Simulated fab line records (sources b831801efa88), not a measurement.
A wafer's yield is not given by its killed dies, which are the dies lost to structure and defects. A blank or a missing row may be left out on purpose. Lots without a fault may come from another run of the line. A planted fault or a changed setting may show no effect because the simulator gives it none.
Which tool was responsible? -- flow gf180mcu -- Sampling: 13 lots, 39 wafers, 6 of 602 route steps

== WHAT THE GAUGES SHOWED, per wafer ==
GF_VT_IMPLANT_TW_MEAS_32.
lot,measured,on,VT_IMPLANT_3_TW
L208,day 6 23:04,film metro-02,268.6 266.7 268.6
L209,day 7 05:13,film metro-03,267.2 265.9 264.7
L211,day 7 16:59,film metro-03,265.5 265.3 265.4
L214,day 8 15:13,film metro-04,271.8 272.4 272.2
L218,day 9 16:17,film metro-04,274.2 274.2 275.0
L219,day 9 20:05,film metro-03,267.2 267.9 267.2
L224,day 11 04:48,film metro-02,270.1 269.5 269.6
L225,day 11 11:49,film metro-04,273.7 273.7 273.7
L226,day 11 19:08,film metro-03,266.0 267.0 264.8
L227,day 12 01:50,film metro-03,268.4 268.2 269.6
L228,day 12 08:29,film metro-03,269.7 268.9 270.4
L230,day 12 20:58,film metro-03,267.8 268.8 269.0
L231,day 13 01:20,film metro-03,267.7 266.8 267.9

GF_PSD_OVL_MEAS_08.
lot,measured,on,PSD_OVL (nm)
L208,day 14 05:01,overlay-01,1.7 0.9 2.4
L209,day 14 10:18,overlay-01,1.0 -0.5 -0.7
L211,day 15 08:05,overlay-01,1.0 1.7 2.0
L214,day 16 09:55,overlay-01,0.4 2.3 1.4
L218,day 17 18:27,overlay-01,-1.2 1.2 0.3
L219,day 18 00:06,overlay-02,0.7 -2.5 1.0
L224,day 19 23:03,overlay-02,2.2 1.9 0.8
L225,day 20 07:41,overlay-01,0.7 1.7 2.1
L226,day 20 19:06,overlay-02,-2.1 -1.1 -0.2
L227,day 21 06:16,overlay-01,3.2 3.1 1.4
L228,day 21 09:55,overlay-01,1.8 1.2 0.3
L230,day 22 02:58,overlay-01,1.1 1.9 0.1
L231,day 22 04:18,overlay-02,-1.1 -1.1 -1.9

GF_PSD_RS_MEAS_14: uses a four-point probe to measure.
lot,measured,on,NSD_RS (ohm/sq)
L208,day 14 05:29,film metro-03,46.11 46.11 46.19
L209,day 14 10:47,film metro-04,46.07 46.10 46.13
L211,day 15 08:37,film metro-02,45.92 45.94 45.97
L214,day 16 10:29,film metro-04,46.06 46.05 46.12
L218,day 17 18:57,film metro-02,43.71 43.61 43.68
L219,day 18 00:37,film metro-04,43.87 43.84 43.87
L224,day 19 23:32,film metro-02,46.05 46.01 46.11
L225,day 20 08:10,film metro-02,45.96 46.05 46.04
L226,day 20 19:41,film metro-03,46.01 46.09 46.06
L227,day 21 06:46,film metro-03,46.03 46.08 46.14
L228,day 21 10:24,film metro-04,46.23 46.23 46.24
L230,day 22 03:28,film metro-04,46.14 46.05 46.14
L231,day 22 04:47,film metro-03,46.22 46.14 46.19

GF_PSD_RS_MEAS_15: uses a four-point probe to measure.
lot,measured,on,PSD_RS (ohm/sq)
L208,day 14 05:37,film metro-03,108.62 108.32 108.63
L209,day 14 10:54,film metro-04,108.57 108.23 108.25
L211,day 15 08:44,film metro-02,108.29 107.83 107.86
L214,day 16 10:36,film metro-04,108.45 108.52 108.57
L218,day 17 19:04,film metro-02,101.38 101.08 100.95
L219,day 18 00:44,film metro-04,101.32 101.60 101.36
L224,day 19 23:40,film metro-02,108.44 108.62 108.32
L225,day 20 08:17,film metro-02,108.78 108.32 108.17
L226,day 20 19:49,film metro-03,108.44 108.16 108.15
L227,day 21 06:53,film metro-03,108.31 108.32 108.62
L228,day 21 10:31,film metro-04,108.89 108.76 108.84
L230,day 22 03:35,film metro-04,108.08 107.89 108.42
L231,day 22 04:54,film metro-03,108.56 108.66 108.39

GF_V1_RS_MEAS_24: uses a four-point probe to measure.
lot,measured,on,V1_W_RS (ohm/sq)
L208,day 18 04:08,film metro-01,0.317 0.319 0.317
L209,day 18 10:51,film metro-01,0.332 0.325 0.333
L211,day 19 09:44,film metro-03,0.330 0.321 0.329
L214,day 20 15:19,film metro-01,0.333 0.330 0.335
L218,day 22 00:58,film metro-01,0.327 0.324 0.330
L219,day 22 04:16,film metro-03,0.337 0.323 0.330
L224,day 24 03:14,film metro-02,0.320 0.329 0.328
L225,day 24 09:25,film metro-02,0.328 0.325 0.323
L226,day 24 19:45,film metro-01,0.329 0.322 0.320
L227,day 25 07:49,film metro-02,0.325 0.324 0.322
L228,day 25 09:58,film metro-03,0.319 0.317 0.326
L230,day 26 01:13,film metro-01,0.320 0.322 0.331
L231,day 26 02:55,film metro-01,0.328 0.327 0.326

== EACH LOT AND THE TOOL THAT RAN IT (in order: tool; ch and the chambers of the sampled wafers; start) ==
lot,GF_PSD_RTA_13
L208,"rtp anneal-02 ch 0, day 14 05:25"
L209,"rtp anneal-01 ch 0, day 14 10:42"
L211,"rtp anneal-02 ch 0, day 15 08:31"
L214,"rtp anneal-01 ch 0, day 16 10:19"
L218,"rtp anneal-01 ch 0, day 17 18:52"
L219,"rtp anneal-01 ch 0, day 18 00:31"
L224,"rtp anneal-02 ch 0, day 19 23:27"
L225,"rtp anneal-02 ch 0, day 20 08:05"
L226,"rtp anneal-01 ch 0, day 20 19:32"
L227,"rtp anneal-02 ch 0, day 21 06:41"
L228,"rtp anneal-01 ch 0, day 21 10:19"
L230,"rtp anneal-01 ch 0, day 22 03:23"
L231,"rtp anneal-01 ch 0, day 22 04:41"
- GF_PSD_RTA_13: time 20 s.

== AS READ BY THE TOOLS THEMSELVES (means over the sampled wafers that have a number; for cases with no such wafer, the mark the record gives instead) ==
GF_PSD_RTA_13.
lot,tool,lamp power pct (%),wafer_temp_C_max
L208,rtp anneal-02,28.9,1029.8
L209,rtp anneal-01,34.5,1031.7
L211,rtp anneal-02,28.8,1029.3
L214,rtp anneal-01,34.5,1030.8
L218,rtp anneal-01,36.0,1030.9
L219,rtp anneal-01,36.0,1030.3
L224,rtp anneal-02,28.8,1029.5
L225,rtp anneal-02,28.8,1029.6
L226,rtp anneal-01,34.5,1030.7
L227,rtp anneal-02,28.8,1029.0
L228,rtp anneal-01,34.5,1030.9
L230,rtp anneal-01,34.5,1031.0
L231,rtp anneal-01,34.5,1031.0

== THE ANSWER, worked out from the rows above alone ==
Rule: the lots themselves supply what counts as usual. The widest of any qualifying gaps counts: lots, ordered by their means at a reading, are off when they make up no more than a third of the lots, leave a main group of 4 or more, and stand apart from it by 3 or more times the standard deviation of that group's means. A main group is skipped when, at the precision printed for the reading in the tables above, its means are all equal. A lot without any number at a reading at which 4 lots or more have one is off too. The other lots that the step has rows for count as sound. After the gauges, taken in route order, come the tools' own readings; for these a lot's mean is taken, as printed above. At the first step where some lot is off, the reading lying furthest off is the one used; lots without a number count as furthest.
Off: L218, L219, at GF_PSD_RS_MEAS_14 (NSD_RS). The main group has a mean of 46.09 ohm/sq with a standard deviation of 0.075.
A tool fits if, at a process step before that reading, it ran every lot that is off, and no sound lot after the first of them. Gauges at GF_PSD_RS_MEAS_14: tried the same way as those tools. Not one of the candidates tried fits.

== WHAT THE SIMULATOR PUT IN ==
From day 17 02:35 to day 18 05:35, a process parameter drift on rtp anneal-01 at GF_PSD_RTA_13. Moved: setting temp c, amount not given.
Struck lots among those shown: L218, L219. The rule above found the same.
